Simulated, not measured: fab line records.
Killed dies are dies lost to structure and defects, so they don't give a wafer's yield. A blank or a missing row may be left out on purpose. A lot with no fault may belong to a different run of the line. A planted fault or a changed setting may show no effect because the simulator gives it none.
Problem report in the 8D (eight disciplines) form, filled by code ; flow sky130 ; the parts of the form that need people (team, actions taken, sign-off) are left out

== 1. PROBLEM STATEMENT ==
strip-time-to-endpoint-s at SKY_CONTACT_STRIP_19 reads a mean of 3.77 s on 2 wafers of 2 lots; wafers without a fault read 3.60 s with a standard deviation of 0.034. That puts it +5.0 standard deviations away from the usual mean.
The step: strips in O2/N2.
Earliest sighting: wafer L849.6 on plasma-asher-03 at day 35 13:22. The record holds 41 wafers of 14 lots with a number at this step. The rule behind "out" and "out of limits": a value lying over 4 standard deviations away from the usual mean. All remaining wafers that have a number are taken as sound.

== 2. WHAT IT IS AND WHAT IT IS NOT ==
question;is;is not
which readings at this step;strip-time-to-endpoint-s;drypump-motor-current-A
which lots;L849, L851;L838, L839, L840, L841, L842, L843, L844, L845, L846, L859, L860, L861
which wafers of those lots;L849.6, L851.6;L849.1, L849.4, L851.5
read on which tools;plasma-asher-01, plasma-asher-03;plasma-asher-02
when;from day 35 13:22;"up to then (29 sound wafers); but 10 sound wafers of L851, L859, L860, L861 came after"

== 3. WHAT RULES OUT EACH SUSPECT ==
Counting: if a tool at a process step up to the reading ran every lot that is out, it stays a suspect. Sound lots after the first of them don't rule it out here, since some wafers of a struck lot are sound.
- rie-diel-01 at SKY_CONTACT_ETCH_16 (etches BARC in N2/H2, stops on SiO2, time 45.9 s, target depth 60 nm): kept. Ran every lot that is out, first one L849 (day 35 13:14); last sound lot up to then L845 (day 33 23:13).
- rie-diel-01 at SKY_CONTACT_ETCH_18 (etches Si3N4 in CHF3/O2, stops on TiN, time 39 s, target depth 75 nm): kept. Ran every lot that is out, first one L849 (day 35 13:00); last sound lot up to then L845 (day 33 23:00).
Left after counting: rie-diel-01 at SKY_CONTACT_ETCH_16, rie-diel-01 at SKY_CONTACT_ETCH_18.

== 4. THE CAUSE (what the simulator had put in) ==
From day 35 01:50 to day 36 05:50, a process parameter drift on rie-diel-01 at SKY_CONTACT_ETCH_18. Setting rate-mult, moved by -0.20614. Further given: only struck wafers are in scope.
Counting left 2 suspects, and this tool is among them.

== 5. SEQUENCE OF EFFECTS, ordered by route ==
Rows list readings where the struck wafers' mean (over those with a number) sits beyond 3 standard deviations from the usual. Readings are gone through only where the record gives a usual standard deviation; hours: the median, over the lots, of the time from a lot's start at the first step in this table giving one to that lot's start at this step; sigmas: the change measured in usual standard deviations.
hours;step;reading;usual;on struck wafers;change;sigmas
0;SKY_CONTACT_STRIP_19;strip-time-to-endpoint-s;3.60 s;3.77;+0.17;+5.0
Its process steps:
- SKY_CONTACT_STRIP_19: strips in O2/N2.

== 6. WHAT WOULD HAVE CAUGHT IT SOONER ==
In this record no reading fell out of limits until day 35 13:22, 12 hours after the fault had begun at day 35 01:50.
No tool reading at SKY_CONTACT_ETCH_18 that has a usual standard deviation in the record was out on any struck wafer, so an alarm limit of 4 standard deviations on those readings would not have fired.
Lots out: 2; of these, L851 started SKY_CONTACT_ETCH_18 on rie-diel-01 after day 35 13:22. Had the tool been put on hold then, it would have been spared.
